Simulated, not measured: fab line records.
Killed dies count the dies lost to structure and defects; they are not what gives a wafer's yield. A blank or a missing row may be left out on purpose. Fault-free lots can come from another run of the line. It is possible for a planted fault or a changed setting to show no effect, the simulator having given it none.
A struck lot beside a sound one || flow gf180mcu || 16 steps out of a route of 602
Sound: the wafers L490.1, L490.2, L490.6. Struck: wafer L487.2 (left out: L487.1, L487.4 of the same lot, which were not struck); the cause appears at the end.
Per side, at each step with rows, come the tool, then ch with its chambers, and then its first start. Under that, the readings that differ: sound wafers || struck wafers || difference of the means || sigmas: that difference in standard deviations of wafers without a fault.
alike: words and numbers the same on both sides, and readings whose means are apart by under 2 such deviations; not compared: readings that were withheld, readings missing a value for some wafer, numbers with overlapping values and no deviation given by the record, and bounds like >300 which may hide the same value.
Wherever a step has rows on one side only, a row that says differs or no value, or a row with sigmas, the two part there. Non-overlapping numbers with no deviation appear without sigmas and do not part them. Lack of a reading on every wafer of one side parts them only where that side has two or more wafers.

GF_M3_SPUTTER_04: material TiN, target thk 50 nm, time 41.7 s.
  sound: pvd-sputter-03 at day 23 08:59; struck: pvd-sputter-04 at day 22 06:34
  alike: cathode-dc-power-W, throttle-valve-pct
GF_M3_RS_MEAS_05: uses a four-point probe to measure.
  sound: film-metro-04 at day 23 09:02; struck: film-metro-03 at day 22 06:36
  alike: M3_ALCU_RS
GF_M3_THK_MEAS_06: measures by xrf.
  sound: film-metro-04 at day 23 09:09; struck: film-metro-03 at day 22 06:43
  alike: M3_ALCU_THK
then, 7 steps without rows for these wafers: GF_M3_DEHYDRATE_07 (time 60 s); GF_M3_HMDS_08 (prime time 60 s); GF_M3_COAT_09 (resist thk 1000 nm); GF_M3_SOFTBAKE_10 (time 60 s); GF_M3_EXPOSE_11 (exposes mask Metal3, target cd 280 nm); GF_M3_PEB_12 (peb time 90 s); GF_M3_DEVELOP_13 (develop time 60 s).
GF_M3_CD_MEAS_14: target cd 280 nm.
  sound: cd-sem-01 at day 24 07:22; struck: cd-sem-02 at day 23 05:31
  alike: cd-nm
GF_M3_OVL_MEAS_15:
  sound: overlay-02 at day 24 07:29; struck: overlay-02 at day 23 05:41
  alike: M3_OVL
GF_M3_METAL_ETCH_16: etches the open film in Cl2/BCl3, stops on SiO2, target depth 627.5 nm, time 104.6 s.
  sound on rie-metal-01 ch 0,1, day 24 07:31; struck on rie-metal-02 ch 1, day 23 05:43
{"reading": "he-backside-leak-sccm (sccm)", "sound": "3.39 3.96 3.45", "struck": 3.13, "difference": -0.47, "sigmas": -2}
{"reading": "oes-product-au (a.u.)", "sound": "0.969 0.978 0.977", "struck": 1.014, "difference": "+0.039", "sigmas": "+7"}
{"reading": "run-length-s (s)", "sound": "133.3 132.5 133.3", "struck": 121.3, "difference": -11.7, "sigmas": -35}
{"reading": "throttle-valve-pct (%)", "sound": "28.243 28.238 28.256", "struck": 28.213, "difference": -0.033, "sigmas": -4}
{"reading": "model.etch.depth-nm (nm)", "sound": "606.2 610.7 607.1", "struck": 569.5, "difference": -38.5, "sigmas": ""}
{"reading": "model.M3.feature-depth-nm (nm)", "sound": "606.2 610.7 607.1", "struck": 569.5, "difference": -38.5, "sigmas": ""}
{"reading": "model.KrF_of_M3_COAT_09.thk-nm (nm)", "sound": "737.8 733.8 732.8", "struck": 755.8, "difference": "+21.0", "sigmas": ""}
  alike: drypump-motor-current-A
  not compared: rf-hours-counter-h
GF_M3_STRIP_17: strips in O2/N2.
  sound on plasma-asher-01 ch 0,1, day 24 07:38; struck on plasma-asher-04 ch 0, day 23 05:50
{"reading": "strip-time-to-endpoint-s (s)", "sound": "7.89 7.86 7.85", "struck": 8.08, "difference": "+0.21", "sigmas": "+7"}
  alike: drypump-motor-current-A, heater-power-w, oes-product-au
  not compared: rf-hours-counter-h
then, 1 step without rows for these wafers: GF_M3_STRIP_18 (strips in post etch residue remover, time 1200 s).
-- the record jumps here: 7 days lie between the struck wafers' starts before and after (it left off in module M3 and takes up again in module PASSIVATION, whose first step shown is number 602 of the route) --
GF_PASSIVATION_PROBE_99:
  sound: prober-01 at day 31 10:29; struck: prober-02 at day 30 13:38
{"reading": "model.etest.npoly-sal.short", "sound": "0 0 0", "struck": 1, "difference": "+1", "sigmas": ""}
{"reading": "model.etest.diode-nwell-sub.over-limit", "sound": "0 0 0", "struck": 1, "difference": "+1", "sigmas": ""}
{"reading": "model.etest.ring_6p0.no-ring", "sound": "0 0 0", "struck": 1, "difference": "+1", "sigmas": ""}
{"reading": "model.etest.iso-pplus-pwell.over-limit", "sound": "0 0 0", "struck": 1, "difference": "+1", "sigmas": ""}
{"reading": "model.etest.pmos_6p0.over-limit", "sound": "0 0 0", "struck": 1, "difference": "+1", "sigmas": ""}
{"reading": "model.etest.nmos_3p3_min.short", "sound": "0 0 0", "struck": 1, "difference": "+1", "sigmas": ""}
{"reading": "model.etest.ldnmos_10p0.over-limit", "sound": "0 0 0", "struck": 1, "difference": "+1", "sigmas": ""}
{"reading": "model.etest.dnwell-pinched.short", "sound": "0 0 0", "struck": 1, "difference": "+1", "sigmas": ""}

## WHERE THEY PART
At GF_M3_METAL_ETCH_16 first; at GF_M3_STRIP_17 last (within this record only).

WHY: whatever the simulator had introduced
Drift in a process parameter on rie-metal-02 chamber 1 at GF_M3_METAL_ETCH_16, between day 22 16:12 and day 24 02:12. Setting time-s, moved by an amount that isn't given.
